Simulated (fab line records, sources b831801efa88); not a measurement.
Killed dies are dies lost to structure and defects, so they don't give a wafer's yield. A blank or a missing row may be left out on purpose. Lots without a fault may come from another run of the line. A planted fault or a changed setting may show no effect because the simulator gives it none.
A struck lot beside a sound one | flow sky130 | 15 steps out of a route of 708
Sound: wafers L924.1, L924.4, L924.5. Struck: wafers L911.1, L911.3, L911.6. The cause comes at the end.
At each step with rows: each side's tool, then ch and its chambers, then its first start. Under that, the readings that differ: sound wafers | struck wafers | difference of the means | sigmas: that difference in standard deviations of wafers without a fault.
alike: readings whose means differ by less than 2 such deviations, and words and numbers that are the same on both sides. not compared: withheld readings, readings that some wafer has no value for, bounds like >300 that may hide the same value, and numbers for which the record gives no deviation and whose values overlap.
The two part at a step that has a row with sigmas, a row that says differs or no value, or rows on one side only. Numbers that don't overlap but have no deviation are shown without sigmas and don't part them. A reading that every wafer of one side lacks parts them only if that side has two wafers or more.

first, 9 steps without rows for these wafers: SKY_CAP2M_CLEAN_17 (cleans in O3/DIW); SKY_METAL4_DEHYDRATE_05 (time 60 s); SKY_METAL4_HMDS_06 (prime time 60 s); SKY_METAL4_COAT_07 (resist thk 60 nm); SKY_METAL4_COAT_08 (resist thk 1140 nm); SKY_METAL4_SOFTBAKE_09 (time 90 s); SKY_METAL4_EXPOSE_10 (exposes mask MM4, target cd 300 nm); SKY_METAL4_PEB_11; SKY_METAL4_DEVELOP_12 (develop time 60 s).
SKY_METAL4_CD_MEAS_13: target cd 300 nm.
  sound on cd_sem-02, day 46 22:16; struck on cd_sem-01, day 42 23:04
  alike: cd_nm
SKY_METAL4_OVL_MEAS_14:
  sound on overlay-01, day 46 22:23; struck on overlay-02, day 42 23:11
  alike: METAL4_OVL
SKY_METAL4_DESCUM_15: chemistry O2, time 8 s.
  sound on rie_metal-03 ch 0,1, day 46 22:25; struck on rie_metal-04 ch 0,1, day 42 23:13
  alike: drypump_motor_current_A, oes_product_au, temp_c
  not compared: rf_hours_counter_h
SKY_METAL4_ETCH_16: etches BARC in N2/H2, stops on SiO2, time 88.2 s, target depth 60 nm.
  sound on rie_metal-03 ch 0,1, day 46 22:27; struck on rie_metal-04 ch 0,1, day 42 23:15
  reading               | sound             | struck            | difference | sigmas
  oes_product_au (a.u.) | 0.617 0.621 0.640 | 0.649 0.645 0.646 | +0.021     | +5
  run_length_s (s)      | 117.3 116.3 116.7 | 112.0 112.0 112.4 | -4.6       | -11
  alike: drypump_motor_current_A, h2_flow_sccm, n2_flow_sccm, throttle_valve_pct
  not compared: rf_hours_counter_h
SKY_METAL4_ETCH_17: etches SiO2 in C4F8/O2/Ar, stops on TiN, time 3.9 s, target depth 15 nm.
  sound on rie_diel-03 ch 0,3, day 46 22:33; struck on rie_diel-04 ch 2,3, day 42 23:21
  alike: oes_product_au
  not compared: rf_hours_counter_h
-- the record jumps here: 4 days lie between the struck wafers' starts before and after (it left off in module METAL4 and takes up again in module PAD_OPEN, whose first step shown is number 708 of the route) --
SKY_PAD_OPEN_PROBE_99:
  sound on prober-01, day 50 03:41; struck on prober-01, day 46 16:55
  alike: defect_limited_yield, killed_at_M0_to_M3, killed_at_M4_up, killed_at_contacts, killed_at_front_end, killed_at_other, killed_dies, killed_open, killed_short, sort_bin_3_pad_short, sort_bin_5_function, sort_bin_6_memory, sort_n_pass, sort_yield_pct

WHERE THEY PART
Only at SKY_METAL4_ETCH_16, within this record. Later steps at which nothing parts them and some readings are alike: SKY_METAL4_ETCH_17, SKY_PAD_OPEN_PROBE_99.

WHY: what the simulator had put in
Process parameter drift: rie_metal-04, from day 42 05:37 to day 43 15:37, at SKY_METAL4_ETCH_16. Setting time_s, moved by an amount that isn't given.
